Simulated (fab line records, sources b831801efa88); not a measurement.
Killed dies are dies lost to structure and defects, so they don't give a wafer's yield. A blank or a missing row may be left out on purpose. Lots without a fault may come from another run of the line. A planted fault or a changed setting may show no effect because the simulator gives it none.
fab line records | flow sky130 | part 2 of 2: steps 31 to 41 of 41
record lots=5 wafers=15 last_day=50
route steps=708 shown VIA4@646 METAL5@661 PASSIVATION@681
lots that met no fault: from a run of the same line without faults
start_h: hours from the record's first day to the start of the lot's first wafer shown | wait_h: hours since the lot's step before | " the same as in the row above | L1.1+2: a row that stands for several wafers | - no value, or no start given | * or withheld: withheld | < > ~ a bound
route shown NAME@n: a module of which the file shows steps, and the number in the route of the first | usual: mean/standard deviation of fault-free wafers | same: alike in all rows | chamber/n: place in a boat | sites: the reading at each site | _std_site: their standard deviation | _edge_site: outer sites' mean less inner sites' | radius_mm: how far each site lies from the wafer's centre | mask NAME#n: copy n | behind: the tool/chamber that last shaped the wafer | hold: why the lot was held/for how many hours/how that ended | device: the transistor (n, p or np) that didn't switch | end of line: the same wafers' tests at the end of the route | a step without rows: its recipe alone | killed: dies lost to structure and defects at the first sort, not the wafer's yield | map: a wafer's dies, x killed, . not, _ none there
set.NAME: the setting as run; set.NAME@STEP: as run at that earlier step | model.NAME: the simulator's own value behind a step, which no gauge read
lots at some steps of the route; a table a step, a row a wafer
services: from which hour (start_h, from the record's first day; less than 0 if before it) a tool's chamber was out of use, for how many hours, and why
## steps
# step SKY_METAL5_METAL_ETCH_15
# recipe target_depth_a=12600 stop_on=SiO2 over_etch_frac=0.2 time_s=252 chemistry=Cl2/BCl3 resist_sidewall_deg=86 pressure_mtorr=10 icp_w=900 bias_w=48.5 Cl2_flow_sccm=60 bcl3_flow_sccm=30
# usual bcl3_flow_sccm=30.01/0.089 drypump_motor_current_A=5.5/0.48 oes_product_au=0.894/0.0053 throttle_valve_pct=22.262/0.0083
# columns lot.wafer tool chamber start_h wait_h bcl3_flow_sccm drypump_motor_current_A oes_product_au rf_hours_counter_h throttle_valve_pct
L074.1 rie_metal-02 1 1024.06 0.1 30.11 5.1 0.901 16 22.256
L074.4 " 1 " " 30.12 5.1 0.895 - 22.260
L074.6 " 1 " " 30.01 5.1 0.897 - 22.262
L079.2 rie_metal-01 0 1061.36 0.0 30.11 5.9 0.896 9 22.276
L079.3 " 1 " " 29.95 4.9 0.886 - 22.265
L079.5 " 1 " " 29.91 4.9 0.897 - 22.268
L081.1 rie_metal-02 0 1077.90 0.1 29.97 5.7 0.896 4 22.259
L081.3 " 0 " " 30.05 5.7 0.903 - 22.266
L081.6 " 0 " " 30.14 5.7 0.891 - 22.267
L090.2 rie_metal-01 0 1129.86 0.0 29.83 5.9 0.899 14 22.273
L090.3 " 0 " " 29.96 5.9 0.897 - 22.258
L090.5 " 0 " " 29.95 5.9 0.902 - 22.258
L094.2 rie_metal-04 0 1158.11 0.0 29.91 6.3 0.886 26 22.258
L094.4 " 1 " " 30.10 5.3 0.896 - 22.260
L094.6 " 0 " " 30.02 6.3 0.897 - 22.264
# step SKY_METAL5_STRIP_16
# recipe chemistry=O2/N2 power_w=1400 pressure_mtorr=1500 platen_temp_c=withheld o2_flow_sccm=3000 n2_flow_sccm=300 overash_fraction=0.5
# usual drypump_motor_current_A=5.7/0.43 oes_product_au=0.710/0.0043 strip_time_to_endpoint_s=13.14/0.13
# columns lot.wafer tool chamber start_h wait_h drypump_motor_current_A oes_product_au rf_hours_counter_h strip_time_to_endpoint_s
L074.1 plasma_asher-02 1 1024.53 0.4 5.3 0.716 88 13.35
L074.4 " 1 " " 5.3 0.719 - 13.21
L074.6 " 1 " " 5.4 0.712 - 13.24
L079.2 plasma_asher-02 0 1061.60 0.2 5.9 0.713 92 13.37
L079.3 " 0 " " 5.9 0.710 - 13.02
L079.5 " 1 " " 5.3 0.711 - 13.05
L081.1 plasma_asher-02 0 1078.37 0.4 5.9 0.712 94 13.23
L081.3 " 1 " " 5.3 0.711 - 13.12
L081.6 " 0 " " 5.9 0.704 - 13.12
L090.2 plasma_asher-04 0 1130.09 0.2 5.8 0.718 39 13.06
L090.3 " 1 " " 5.1 0.711 - 13.23
L090.5 " 0 " " 5.8 0.715 - 13.15
L094.2 plasma_asher-03 0 1158.34 0.2 6.5 0.709 9 13.24
L094.4 " 0 " " 6.5 0.705 - 13.07
L094.6 " 1 " " 5.6 0.712 - 13.31
# step SKY_METAL5_STRIP_17
# recipe chemistry=post_etch_residue_remover time_s=1200 temp_c=72.5
# columns lot.wafer tool chamber start_h wait_h
L074.1+4+6 wet_bench-04 3 1024.63 0.1
L079.2+3+5 wet_bench-01 1 1061.70 0.1
L081.1+3+6 wet_bench-01 2 1078.47 0.1
L090.2+3+5 wet_bench-04 2 1130.19 0.1
L094.2+4+6 wet_bench-02 0 1158.44 0.1
# step SKY_METAL5_CLEAN_18
# recipe chemistry=IPA time_s=180 temp_c=25
# columns lot.wafer tool chamber start_h wait_h
L074.1+4+6 wet_bench-01 3 1024.97 0.0
L079.2+3+5 wet_bench-02 2 1062.07 0.0
L081.1+3+6 wet_bench-04 1 1078.81 0.0
L090.2+3+5 wet_bench-02 1 1130.53 0.0
L094.2+4+6 wet_bench-04 3 1158.82 0.0
# step SKY_METAL5_CLEAN_19
# recipe chemistry=O3/DIW dry=n2_spin
# columns lot.wafer tool chamber start_h wait_h
L074.1+4+6 wet_bench-04 1 1025.03 0.0
L079.2+3+5 wet_bench-04 1 1062.19 0.0
L081.1+3+6 wet_bench-01 1 1078.87 0.0
L090.2+3+5 wet_bench-01 0 1130.65 0.0
L094.2+4+6 wet_bench-02 2 1158.87 0.0
# step SKY_PASSIVATION_CVD_00
# recipe material=SiO2 target_thk_nm=90 temp_c=400 time_s=withheld rf_w=600
# usual heater_power_w=618/69
# columns lot.wafer tool chamber start_h wait_h heater_power_w
L074.1 pecvd-01 1 1025.12 0.0 565
L074.4 " 0 " " 676
L074.6 " 2 " " 579
L079.2 pecvd-03 2 1062.28 0.0 603
L079.3 " 1 " " 557
L079.5 " 1 " " 549
L081.1 pecvd-01 1 1078.96 0.0 549
L081.3 " 0 " " 821
L081.6 " 0 " " 830
L090.2 pecvd-02 1 1130.75 0.0 579
L090.3 " 0 " " 666
L090.5 " 1 " " 609
L094.2 pecvd-01 0 1158.97 0.0 716
L094.4 " 2 " " 520
L094.6 " 1 " " 591
# step SKY_PASSIVATION_THK_MEAS_01
# recipe reads=SiO2_of_PASSIVATION_CVD_00
# usual PASSIVATION_CVD_00_THK=90.0/1.3
# columns lot.wafer tool chamber start_h wait_h PASSIVATION_CVD_00_THK[nm]
L074.1 film_metro-02 - 1025.14 - 91.3
L074.4 " - " " 90.7
L074.6 " - " " 90.4
L079.2 film_metro-03 - 1062.31 - 89.8
L079.3 " - " " 89.9
L079.5 " - " " 91.5
L081.1 film_metro-02 - 1078.98 - 91.1
L081.3 " - " " 87.7
L081.6 " - " " 90.3
L090.2 film_metro-01 - 1130.78 - 88.8
L090.3 " - " " 90.3
L090.5 " - " " 90.6
L094.2 film_metro-01 - 1159.01 - 90.0
L094.4 " - " " 91.8
L094.6 " - " " 92.2
# step SKY_PASSIVATION_CVD_02
# recipe material=Si3N4 target_thk_nm=540 temp_c=400 time_s=withheld rf_w=450
# usual heater_power_w=670/78
# columns lot.wafer tool chamber start_h wait_h heater_power_w
L074.1 pecvd-02 0 1025.20 0.1 694
L074.4 " 0 " " 730
L074.6 " 1 " " 710
L079.2 pecvd-02 1 1062.36 0.0 696
L079.3 " 2 " " 735
L079.5 " 2 " " 756
L081.1 pecvd-03 0 1079.04 0.1 651
L081.3 " 1 " " 698
L081.6 " 1 " " 589
L090.2 pecvd-01 0 1130.83 0.0 897
L090.3 " 2 " " 586
L090.5 " 2 " " 611
L094.2 pecvd-03 2 1159.06 0.0 649
L094.4 " 1 " " 687
L094.6 " 0 " " 643
# step SKY_PASSIVATION_THK_MEAS_03
# recipe reads=Si3N4_of_PASSIVATION_CVD_02
# usual PASSIVATION_CVD_02_THK=539/7.5
# columns lot.wafer tool chamber start_h wait_h PASSIVATION_CVD_02_THK[nm]
L074.1 film_metro-03 - 1025.54 - 547
L074.4 " - " " 551
L074.6 " - " " 555
L079.2 film_metro-02 - 1062.60 - 539
L079.3 " - " " 546
L079.5 " - " " 547
L081.1 film_metro-01 - 1079.27 - 530
L081.3 " - " " 539
L081.6 " - " " 545
L090.2 film_metro-03 - 1131.07 - 529
L090.3 " - " " 533
L090.5 " - " " 542
L094.2 film_metro-03 - 1159.29 - 538
L094.4 " - " " 538
L094.6 " - " " 547
# step SKY_PASSIVATION_DEHYDRATE_04
# recipe temp_c=200 time_s=60
# columns lot.wafer tool chamber start_h wait_h
L074.1+4+6 litho_track-02 0 1035.76 10.2
L079.2+3+5 litho_track-01 0 1072.71 10.1
L081.1+3+6 litho_track-02 0 1089.56 10.3
L090.2+3+5 litho_track-04 0 1140.35 9.3
L094.2+4+6 litho_track-02 0 1167.03 7.7
# step SKY_PASSIVATION_HMDS_05
# recipe prime_time_s=60 prime_temp_c=120
# columns lot.wafer tool chamber start_h wait_h
L074.1+4+6 litho_track-02 0 1035.91 0.1
L079.2+3+5 litho_track-01 0 1072.86 0.1
L081.1+3+6 litho_track-02 0 1089.71 0.1
L090.2+3+5 litho_track-04 0 1140.50 0.1
L094.2+4+6 litho_track-02 0 1167.18 0.1
## services
# columns tool chamber start_h hours kind
iline_stepper-01 - 976.94 3.3 repair
pecvd-02 - 977.24 1.2 repair
plasma_asher-01 - 977.76 2.8 pm
plasma_asher-02 - 988.31 2.2 repair
plasma_asher-02 - 988.39 0.8 repair
pecvd-03 - 989.57 6.0 pm
pecvd-01 - 993.65 6.0 pm
rie_metal-01 1 995.34 4.5 repair
iline_stepper-02 - 995.82 1.7 pm
plasma_asher-03 - 1008.37 1.1 repair
wet_bench-03 - 1010.39 0.7 repair
pecvd-01 - 1016.94 1.7 repair
pecvd-02 2 1024.33 8.4 repair
rie_metal-02 - 1037.74 2.8 pm
pvd_sputter-03 - 1046.33 5.4 repair
pecvd-01 - 1048.96 23.7 repair
rie_metal-02 1 1068.34 19.5 repair
wet_bench-04 - 1073.00 1.2 repair
cmp-02 - 1088.57 4.5 pm
cmp-02 - 1112.82 1.8 repair
pvd_sputter-01 - 1121.84 8.5 repair
iline_stepper-02 - 1130.18 2.3 repair
pvd_sputter-03 - 1136.36 2.7 repair
pvd_sputter-02 - 1166.17 4.6 repair
